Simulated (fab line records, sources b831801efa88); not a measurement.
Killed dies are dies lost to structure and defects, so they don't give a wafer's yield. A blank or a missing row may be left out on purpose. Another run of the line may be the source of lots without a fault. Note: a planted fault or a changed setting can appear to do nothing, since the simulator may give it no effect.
Comparing a struck lot with a sound one    flow sky130    15 out of 708 route steps
Sound: wafers L649.1, L649.2, L649.6. Wafers L668.2, L668.3, L668.6 were the ones struck. The cause is named last.
Order at every step that has rows: each side's tool, ch and its chambers, its first start. Under that, the readings that differ: sound wafers    struck wafers    difference of the means    sigmas: that difference in standard deviations of wafers without a fault.
alike: readings with means less than 2 such deviations apart, plus words and numbers identical on both sides. not compared: withheld readings, readings lacking a value on some wafer, bounds such as >300 that could conceal the same value, and numbers that have no deviation in the record and whose values overlap.
A row with sigmas, a row that says differs or no value, or rows on one side alone: a step with any of these is where the two part. Non-overlapping numbers with no deviation appear without sigmas and do not part them. Lack of a reading on every wafer of one side parts them only where that side has two or more wafers.

first, 2 steps without rows for these wafers: SKY_CONTACT_PEB_12; SKY_CONTACT_DEVELOP_13 (develop time 60 s).
SKY_CONTACT_CD_MEAS_14: the cd target is 170 nm.
  sound on cd sem-01, day 31 06:20; struck on cd sem-01, day 37 17:59
reading     sound              struck             difference  sigmas
cd nm (nm)  168.5 168.7 168.2  173.6 173.4 172.7  +4.8        +3
SKY_CONTACT_OVL_MEAS_15:
  sound on overlay-02, day 31 06:28; struck on overlay-02, day 37 18:06
  alike: CONTACT_OVL
SKY_CONTACT_ETCH_16: etches BARC in N2/H2, stops on SiO2, time 45.9 s, target depth 60 nm.
  sound on rie diel-04 ch 2,3, day 31 06:30; struck on rie diel-03 ch 2,3, day 37 18:08
  alike: bias w, drypump motor current A, h2 flow sccm, oes product au, throttle valve pct
  not compared: rf hours counter h
SKY_CONTACT_ETCH_17: etches SiO2 in C4F8/O2/Ar, stops on Si3N4, target depth 340 nm.
  sound on rie diel-04 ch 2,3, day 31 06:34; struck on rie diel-03 ch 2,3, day 37 18:10
  alike: bias w, oes product au
SKY_CONTACT_ETCH_18: etches Si3N4 in CHF3/O2, stops on TiN, time 39 s, target depth 75 nm.
  sound: rie diel-04 ch 2,3; struck: rie diel-03 ch 2,3
  alike: bias w, drypump motor current A, oes product au, throttle valve pct
  not compared: rf hours counter h
SKY_CONTACT_STRIP_19: strips in O2/N2.
  sound on plasma asher-02 ch 0,1, day 31 06:42; struck on plasma asher-03 ch 0,1, day 37 18:16
  alike: drypump motor current A, oes product au, strip time to endpoint s
  not compared: rf hours counter h
then, 3 steps without rows for these wafers: SKY_CONTACT_STRIP_20 (strips in post etch residue remover, time 1200 s); SKY_CONTACT_CLEAN_21 (cleans in IPA, time 180 s); SKY_CONTACT_CLEAN_22 (cleans in O3/DIW).
SKY_CONTACT_SPUTTER_23: material TiN, target thk 20 nm, time 80 s.
  sound on pvd sputter-01, day 31 07:17; struck on pvd sputter-01, day 37 18:53
  alike: throttle valve pct
SKY_CONTACT_CVD_24: deposits W, target thk 340 nm, time 102.12 s.
  sound on cvd w-01 ch 0,1, day 31 07:21; struck on cvd w-02 ch 0,1, day 37 18:57
reading                       sound              struck             difference  sigmas
chamber pressure Torr (Torr)  39.96 39.99 39.98  38.84 38.97 38.81  -1.10       -12
  alike: heater power w
SKY_CONTACT_RS_MEAS_25: measures by four-point-probe.
  sound on film metro-04, day 31 07:28; struck on film metro-02, day 37 19:05
reading                sound              struck             difference  sigmas
CONTACT_W_RS (ohm/sq)  0.335 0.334 0.340  0.346 0.345 0.348  +0.010      +3
-- the record jumps here: 12 days lie between the struck wafers' starts before and after (it left off in module CONTACT and takes up again in module PAD_OPEN, whose first step shown is number 708 of the route) --
SKY_PAD_OPEN_PROBE_99:
  sound on prober-01, day 45 09:43; struck on prober-02, day 50 02:49
  alike: killed_at_M0_to_M3, killed_at_M4_up, killed at contacts, killed at front end, killed at other, killed dies, killed on rim, killed open, killed short

WHERE THEY PART
At SKY_CONTACT_CD_MEAS_14 first; at SKY_CONTACT_RS_MEAS_25 last (within this record only). Later steps at which nothing parts them and some readings are alike: SKY_PAD_OPEN_PROBE_99.

WHY: the cause the simulator had injected
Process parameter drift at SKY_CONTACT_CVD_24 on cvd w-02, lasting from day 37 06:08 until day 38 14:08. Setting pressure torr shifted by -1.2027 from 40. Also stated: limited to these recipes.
